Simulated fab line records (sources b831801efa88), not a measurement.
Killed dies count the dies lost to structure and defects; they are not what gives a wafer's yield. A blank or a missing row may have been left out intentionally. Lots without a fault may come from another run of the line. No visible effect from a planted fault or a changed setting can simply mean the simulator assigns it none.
Matching of chambers ; flow sky130 ; cmp-01 running SKY_LI_CONTACT_CMP_24: 4 sister chambers
The step polishes, stops on PSG, t overpolish 20 s, target thk 0 nm. 14 wafers are shown with their chamber, then 7 later ones without.

== WAFERS WITH THEIR CHAMBER ==
wafer;chamber;motorCurrentA (A);timeToEndpointS (s);overpolishRunS (s)
L678.1;1;10.7;99;20.003
L678.4;2;13.0;92;19.989
L678.5;3;11.1;94;20.008
L679.2;2;12.3;97;20.000
L679.3;1;10.7;100;20.007
L679.4;0;12.5;98;20.005
L690.1;3;10.9;97;19.997
L690.3;0;12.8;96;19.990
L690.6;0;12.3;94;19.989
L692.1;0;12.7;94;20.013
L692.2;1;10.5;95;20.002
L692.4;2;12.3;96;20.004
L693.1;2;12.7;95;20.008
L693.2;0;12.4;95;19.977

SIGNATURES (averages over the wafers above)
reading;chamber 0;chamber 1;chamber 2;chamber 3;scatter within a chamber
motorCurrentA;12.540;10.633;12.575;11.000;0.238
timeToEndpointS;95.40;98.00;95.00;95.50;2.09
overpolishRunS;19.99480;20.00400;20.00025;20.00250;0.0104
Rule: for a wafer and a chamber, the distance is found by dividing, reading by reading, the gap between the wafer's reading and the chamber's mean by the reading's scatter, squaring, summing and taking the root. If the next closest chamber is less than 2 further off than the closest, the wafer can't be placed; otherwise it belongs to the closest. The scatter: take each reading less its chamber's mean, square it, sum over the shown wafers, divide by the number of wafers less the number of chambers, and take the root.

== WAFERS WITH NO CHAMBER GIVEN ==
wafer;motorCurrentA (A);timeToEndpointS (s);overpolishRunS (s)
L693.3;10.4;99;19.999
L694.2;11.0;93;19.988
L694.3;13.1;95;20.001
L694.4;13.0;95;20.008
L695.2;10.7;95;20.010
L695.5;10.8;93;19.996
L695.6;11.9;96;20.008

== WHICH CHAMBER EACH WENT THROUGH ==
wafer;from the rows above;in truth
L693.3;can't be placed: 1 or 3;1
L694.2;can't be placed: 3 or 1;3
L694.3;can't be placed: 2 or 0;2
L694.4;can't be placed: 2 or 0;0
L695.2;can't be placed: 3 or 1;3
L695.5;can't be placed: 3 or 1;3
L695.6;can't be placed: 2 or 0 or 3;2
Correctly placed: 0 of 7. From these rows, 7 cannot be placed; in 7 the true chamber is one of the candidates. Placed wrongly: 0.
